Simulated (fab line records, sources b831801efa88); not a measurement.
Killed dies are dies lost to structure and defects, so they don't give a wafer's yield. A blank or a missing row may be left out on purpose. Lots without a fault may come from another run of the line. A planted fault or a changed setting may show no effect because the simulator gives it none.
One fault seen from 2 desks | flow gf180mcu | each desk has only its own numbers; what lay behind them comes last

THE METROLOGY DESK
What the gauges read, lot by lot, whatever tool the lot ran on: means of the sampled wafers that have a number. A lot is out of limits, marked OUT, if its mean lies more than 4 standard deviations from the usual mean; the brackets give that distance.
Columns: A = cd_nm at GF_HV_LDD_CD_MEAS_19, usual 399.6 nm; B = SAB_OVL at GF_SAB_OVL_MEAS_10, usual 0.1 nm
lot  | first seen here | A     | B
L822 | day 11 10:30    | 399.7 | 0.1
L823 | day 11 21:56    | 402.8 | -0.2
L825 | day 12 14:58    | 398.5 | 1.1
L826 | day 12 16:14    | 402.4 | -1.6
L827 | day 13 12:20    | 402.1 | 0.5
L828 | day 13 18:41    | 398.0 | 0.1
L829 | day 13 19:11    | 397.2 | 0.2
L830 | day 14 02:41    | 401.7 | 1.1
L832 | day 14 20:02    | 397.4 | -0.0
L834 | day 15 12:06    | 398.8 | -0.2
L840 | day 17 07:11    | 399.6 | -0.2
L841 | day 17 17:50    | 401.9 | 0.7
L843 | day 18 04:27    | 396.2 | -1.1
This desk's finding: nothing out of limits on any of the 13 lots.

THE TOOL OWNER'S DESK: litho_track-02
The tool's own readings at GF_PSD_COAT_02 (resist thk 1000 nm): means of the sampled wafers that have a number, for each lot that ran on this tool. A lot is out of limits, marked OUT, if its mean lies more than 4 standard deviations from the usual mean; the brackets give that distance.
Columns: A = resist_line_temp_C at GF_PSD_COAT_02, usual 23.02 C
lot  | first seen here | A
L823 | day 15 01:24    | 22.99
L825 | day 15 21:11    | 23.17
L827 | day 16 20:46    | 22.91
L832 | day 18 08:49    | 23.13
L840 | day 21 01:55    | 23.01
L841 | day 21 15:06    | 23.11
L843 | day 21 22:57    | 23.09
This desk's finding: nothing out of limits on any of the 7 lots.

PUT TOGETHER
The metrology desk saw nothing out of limits.
The tool owner's desk saw nothing out of limits.

WHAT THE SIMULATOR HAD PUT IN
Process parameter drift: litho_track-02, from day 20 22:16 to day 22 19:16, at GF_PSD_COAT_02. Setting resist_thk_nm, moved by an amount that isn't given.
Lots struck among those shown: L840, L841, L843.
